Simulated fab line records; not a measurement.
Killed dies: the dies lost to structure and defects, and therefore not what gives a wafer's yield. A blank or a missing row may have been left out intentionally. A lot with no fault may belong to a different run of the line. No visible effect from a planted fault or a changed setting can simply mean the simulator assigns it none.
A struck lot beside a sound one -- flow sky130 -- 14 steps out of a route of 708
Sound: the wafers L748.1, L748.2, L748.6. Wafers struck: L756.1, L756.4, L756.5. The cause is given at the end.
Each step with rows lists, per side, the tool, then ch with its chambers, then its first start. Under that, the readings that differ: sound wafers -- struck wafers -- difference of the means -- sigmas: that difference in standard deviations of wafers without a fault.
alike: words and numbers the same on both sides, and readings whose means are apart by under 2 such deviations; not compared: readings that were withheld, readings missing a value for some wafer, numbers with overlapping values and no deviation given by the record, and bounds like >300 which may hide the same value.
A row with sigmas, a row that says differs or no value, or rows on one side alone: a step with any of these is where the two part. Numbers that have no deviation but don't overlap get no sigmas and don't part them. A reading missing from all wafers of one side parts the sides only when that side holds two or more wafers.

SKY_LDD_LDN_TW_MEAS_13:
  sound on filmMetro-01 at day 25 20:17; struck on filmMetro-04 at day 28 12:03
reading,sound,struck,difference,sigmas
LDD_LDN_TW,1498 1508 1506,1480 1490 1481,-20,-2
then, 2 steps without rows for these wafers: SKY_LDD_LDN_CLEAN_14 (cleans in SC1/SC2, time 150 s); SKY_SPACER_CVD_00 (deposits Si3N4 from DCS/NH3, target thk 43.1 nm, time 740 s).
SKY_SPACER_THK_MEAS_01:
  sound on filmMetro-01 at day 25 21:36; struck on filmMetro-01 at day 28 13:58
  alike: SPACER_CVD_00_THK
SKY_SPACER_ETCHBACK_02: etches Si3N4 in CH3F/O2, stops on SiO2, time 46.7 s, target depth 45 nm.
  sound on rieDiel-01 ch 0,1, day 25 21:40; struck on rieDiel-03 ch 0,2,3, day 28 14:02
  alike: drypumpMotorCurrentA, oesProductAu, throttleValvePct
  not compared: rfHoursCounterH
then, 7 steps without rows for these wafers: SKY_POLY_CUT_DEHYDRATE_00 (time 60 s); SKY_POLY_CUT_HMDS_01 (prime time 60 s); SKY_POLY_CUT_COAT_02 (resist thk 60 nm); SKY_POLY_CUT_COAT_03 (resist thk 450 nm); SKY_POLY_CUT_SOFTBAKE_04 (time 90 s); SKY_POLY_CUT_EXPOSE_05 (exposes mask NPCM, target cd 270 nm); SKY_POLY_CUT_PEB_06.
SKY_POLY_CUT_DEVELOP_07: develop time 60 s.
  struck on lithoTrack-02, day 29 17:00; sound on lithoTrack-04 ch 0, day 27 02:00
  no value came back on the struck wafers for chillPlateTempC (C), developTimeS (s); on the sound wafers chillPlateTempC (C) reads 23.10 22.92 22.94
reading,sound,struck,difference,sigmas
model.KrF-thick_of_POLY_CUT_COAT_03.thkNm (nm),430.7 431.6 431.7,451 450.9 448.6,+19,
SKY_POLY_CUT_CD_MEAS_08: target cd 270 nm.
  sound on cdSem-01 at day 27 02:10; struck on cdSem-01 at day 29 17:50
reading,sound,struck,difference,sigmas
cdNm (nm),271.5 270.3 271.0,- - -,no value on the struck wafers,

WHERE THEY PART
At SKY_LDD_LDN_TW_MEAS_13 first; at SKY_POLY_CUT_CD_MEAS_08 last (within this record only).

WHY: whatever the simulator had introduced
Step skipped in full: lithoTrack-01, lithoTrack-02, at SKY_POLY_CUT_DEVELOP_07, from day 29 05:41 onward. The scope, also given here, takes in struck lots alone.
